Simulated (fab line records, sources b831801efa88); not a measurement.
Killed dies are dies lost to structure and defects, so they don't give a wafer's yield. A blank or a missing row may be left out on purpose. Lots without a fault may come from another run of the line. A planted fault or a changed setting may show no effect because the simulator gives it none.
Which tool did it? | flow gf180mcu | 12 lots, 36 wafers sampled, at 6 steps of a route of 602

WHAT THE GAUGES READ, wafer by wafer
GF_HV_LDD_OVL_MEAS_32.
lot  | measured     | on         | HV_LDD_02_OVL (nm)
L446 | day 12 05:16 | overlay-02 | -1.3 -2.2 -1.8
L447 | day 12 09:55 | overlay-01 | 0.4 -0.5 0.4
L448 | day 12 18:34 | overlay-01 | -0.8 -1.1 -0.9
L449 | day 13 02:04 | overlay-01 | -0.7 -0.8 -0.3
L451 | day 13 17:40 | overlay-02 | -0.5 -0.5 -0.3
L457 | day 15 19:37 | overlay-02 | 0.4 -0.4 0.6
L461 | day 17 01:36 | overlay-01 | 1.4 1.5 0.8
L462 | day 17 08:44 | overlay-02 | -0.5 -0.4 0.7
L465 | day 18 07:37 | overlay-02 | -1.3 0.2 -0.7
L466 | day 18 12:13 | overlay-02 | 1.0 1.0 0.2
L468 | day 19 04:57 | overlay-02 | -1.9 -1.2 -0.9
L469 | day 19 14:31 | overlay-01 | 1.7 0.2 2.0

GF_HV_LDD_OVL_MEAS_47.
lot  | measured     | on         | HV_LDD_03_OVL (nm)
L446 | day 13 02:33 | overlay-01 | -1.0 0.8 1.6
L447 | day 13 06:43 | overlay-01 | 1.5 2.8 1.8
L448 | day 13 15:22 | overlay-01 | 2.1 1.2 1.5
L449 | day 14 00:04 | overlay-01 | 0.1 -2.2 0.1
L451 | day 14 15:58 | overlay-02 | 2.6 3.1 2.6
L457 | day 16 19:51 | overlay-02 | 1.7 1.3 0.3
L461 | day 18 02:31 | overlay-02 | -2.5 -2.9 -2.0
L462 | day 18 09:23 | overlay-02 | -1.3 0.8 1.0
L465 | day 19 09:52 | overlay-02 | 1.6 1.1 1.5
L466 | day 19 14:13 | overlay-02 | 0.9 0.9 2.2
L468 | day 20 05:43 | overlay-02 | -1.8 -0.2 -2.2
L469 | day 20 15:37 | overlay-01 | 0.7 0.6 -0.9

GF_PSD_RS_MEAS_14: measures by four-point-probe.
lot  | measured     | on            | NSD_RS (ohm/sq)
L446 | day 15 00:38 | film_metro-01 | 46.10 46.09 46.08
L447 | day 15 06:26 | film_metro-01 | 45.87 45.92 46.02
L448 | day 15 15:25 | film_metro-02 | 46.17 46.16 46.21
L449 | day 15 22:59 | film_metro-01 | 46.03 46.04 46.07
L451 | day 16 18:25 | film_metro-01 | 45.97 46.02 45.94
L457 | day 19 00:08 | film_metro-02 | 46.21 46.12 46.14
L461 | day 20 07:18 | film_metro-03 | 40.45 40.33 40.42 40.31 40.28 40.38
L462 | day 20 15:35 | film_metro-03 | 40.32 40.22 46.03 40.38 40.22 46.01
L465 | day 21 15:16 | film_metro-03 | 46.15 46.05 46.16
L466 | day 21 17:54 | film_metro-02 | 46.19 46.17 46.08
L468 | day 22 10:38 | film_metro-03 | 46.21 46.15 46.20
L469 | day 22 19:38 | film_metro-02 | 46.17 46.05 46.13

GF_PSD_RS_MEAS_15: measures by four-point-probe.
lot  | measured     | on            | PSD_RS (ohm/sq)
L446 | day 15 00:46 | film_metro-01 | 108.26 108.33 108.54
L447 | day 15 06:33 | film_metro-01 | 108.50 108.21 108.13
L448 | day 15 15:32 | film_metro-02 | 108.75 109.14 108.99
L449 | day 15 23:06 | film_metro-01 | 108.45 108.55 108.68
L451 | day 16 18:32 | film_metro-01 | 108.02 108.30 108.19
L457 | day 19 00:16 | film_metro-02 | 108.43 108.59 108.58
L461 | day 20 12:55 | film_metro-03 | 98.55 98.36 98.65 98.61 98.43 98.53
L462 | day 20 17:19 | film_metro-03 | 98.12 98.17 108.19 97.87 98.12 108.19
L465 | day 21 15:23 | film_metro-03 | 108.56 108.31 108.29
L466 | day 21 18:01 | film_metro-02 | 108.55 108.65 108.60
L468 | day 22 10:45 | film_metro-03 | 109.03 108.63 108.66
L469 | day 22 19:46 | film_metro-02 | 108.51 108.76 108.55

WHICH TOOL RAN EACH LOT (tool, then ch and the chambers of the sampled wafers, then the start)
lot  | GF_NSD_STRIP_11                      | GF_PSD_RTA_13
L446 | plasma_asher-03 ch 0,1, day 14 02:49 | rtp_anneal-02 ch 0, day 15 00:34
L447 | plasma_asher-04 ch 0,1, day 14 07:56 | rtp_anneal-02 ch 0, day 15 06:21
L448 | plasma_asher-03 ch 0,1, day 14 16:53 | rtp_anneal-01 ch 0, day 15 15:19
L449 | plasma_asher-04 ch 0,1, day 15 00:47 | rtp_anneal-02 ch 0, day 15 22:53
L451 | plasma_asher-02 ch 0,1, day 15 18:22 | rtp_anneal-01 ch 0, day 16 18:19
L457 | plasma_asher-03 ch 0,1, day 17 23:20 | rtp_anneal-01 ch 0, day 19 00:04
L461 | plasma_asher-02 ch 0,1, day 19 06:44 | rtp_anneal-01 ch 0, day 20 07:13
L462 | plasma_asher-02 ch 0,1, day 19 14:43 | rtp_anneal-01 ch 0, day 20 15:30
L465 | plasma_asher-03 ch 0,1, day 20 14:00 | rtp_anneal-02 ch 0, day 21 15:11
L466 | plasma_asher-04 ch 0,1, day 20 17:02 | rtp_anneal-02 ch 0, day 21 17:49
L468 | plasma_asher-04 ch 0,1, day 21 09:56 | rtp_anneal-02 ch 0, day 22 10:32
L469 | plasma_asher-04 ch 0,1, day 21 19:19 | rtp_anneal-02 ch 0, day 22 19:34
- GF_NSD_STRIP_11: strips in O2/N2.
- GF_PSD_RTA_13: time 20 s.

WHAT THE TOOLS THEMSELVES READ (means of the sampled wafers that have a number; where no wafer has one, the mark that the record gives instead)
GF_NSD_STRIP_11.
lot  | tool            | drypump_motor_current_A (A) | heater_power_w (W) | o2_flow_sccm (sccm) | oes_product_au (a.u.) | strip_time_to_endpoint_s (s)
L446 | plasma_asher-03 | 5.8                         | 284                | 3004                | 0.488                 | 22.93
L447 | plasma_asher-04 | 5.6                         | 363                | 3001                | 0.488                 | 22.92
L448 | plasma_asher-03 | 5.7                         | 292                | 3001                | 0.483                 | 22.91
L449 | plasma_asher-04 | 5.6                         | 355                | 3006                | 0.483                 | 22.98
L451 | plasma_asher-02 | 6.4                         | 366                | 3007                | 0.490                 | 22.92
L457 | plasma_asher-03 | 5.9                         | 298                | 3009                | 0.489                 | 22.97
L461 | plasma_asher-02 | 6.4                         | 358                | 3010                | 0.488                 | 22.98
L462 | plasma_asher-02 | 6.4                         | 369                | 2995                | 0.486                 | 23.03
L465 | plasma_asher-03 | 5.8                         | 287                | 3001                | 0.488                 | 22.96
L466 | plasma_asher-04 | 5.5                         | 376                | 2993                | 0.488                 | 22.97
L468 | plasma_asher-04 | 5.5                         | 377                | 3001                | 0.487                 | 22.99
L469 | plasma_asher-04 | 5.5                         | 370                | 3010                | 0.486                 | 22.97

GF_PSD_RTA_13.
lot  | tool          | lamp_power_pct (%) | run_length_s (s) | wafer_temp_C_max
L446 | rtp_anneal-02 | 37.2               | 48.46            | 1031.0
L447 | rtp_anneal-02 | 37.2               | 48.47            | 1031.8
L448 | rtp_anneal-01 | 33.0               | 48.97            | 1031.1
L449 | rtp_anneal-02 | 37.2               | 48.60            | 1031.9
L451 | rtp_anneal-01 | 33.0               | 48.99            | 1030.3
L457 | rtp_anneal-01 | 32.9               | 48.92            | 1030.7
L461 | rtp_anneal-01 | 33.0               | 85.59            | 1032.4
L462 | rtp_anneal-01 | 33.0               | 73.26            | 1031.2
L465 | rtp_anneal-02 | 37.3               | 48.66            | 1030.9
L466 | rtp_anneal-02 | 37.3               | 48.48            | 1031.2
L468 | rtp_anneal-02 | 37.3               | 48.65            | 1031.0
L469 | rtp_anneal-02 | 37.2               | 48.63            | 1030.6

THE ANSWER, worked out from the rows above alone
Rule: what is usual is taken from the lots themselves. Put in order of their means at a reading, lots are off if they are a third of the lots or fewer, leave a main group of 4 or more, and stand apart from it by a gap of 3 or more times the standard deviation of the main group's means; of several such gaps the widest counts. A main group whose means are all the same, to the digits that the tables above print for the reading, isn't used. A lot without any number at a reading at which 4 lots or more have one is off too. The other lots that the step has rows for count as sound. The gauges are gone through in route order, then the tools' own readings, and for those a lot's mean is taken as printed above. The first step at which some lot is off is used, and at that step the reading that is off furthest; a lot without a number counts as furthest.
Off: L461, L462, at GF_PSD_RS_MEAS_14 (NSD_RS). The main group: mean 46.10 ohm/sq, standard deviation 0.08.
A tool fits if, at a process step before that reading, it ran every lot that is off, and no sound lot after the first of them. The gauges at GF_PSD_RS_MEAS_14 aren't tried: what is off there is off at GF_NSD_STRIP_11 too, on other tools, and a gauge's error can't cause that. Can't be told from this: 2 tools fit, plasma_asher-02 at GF_NSD_STRIP_11, rtp_anneal-01 at GF_PSD_RTA_13.

WHAT THE SIMULATOR HAD PUT IN
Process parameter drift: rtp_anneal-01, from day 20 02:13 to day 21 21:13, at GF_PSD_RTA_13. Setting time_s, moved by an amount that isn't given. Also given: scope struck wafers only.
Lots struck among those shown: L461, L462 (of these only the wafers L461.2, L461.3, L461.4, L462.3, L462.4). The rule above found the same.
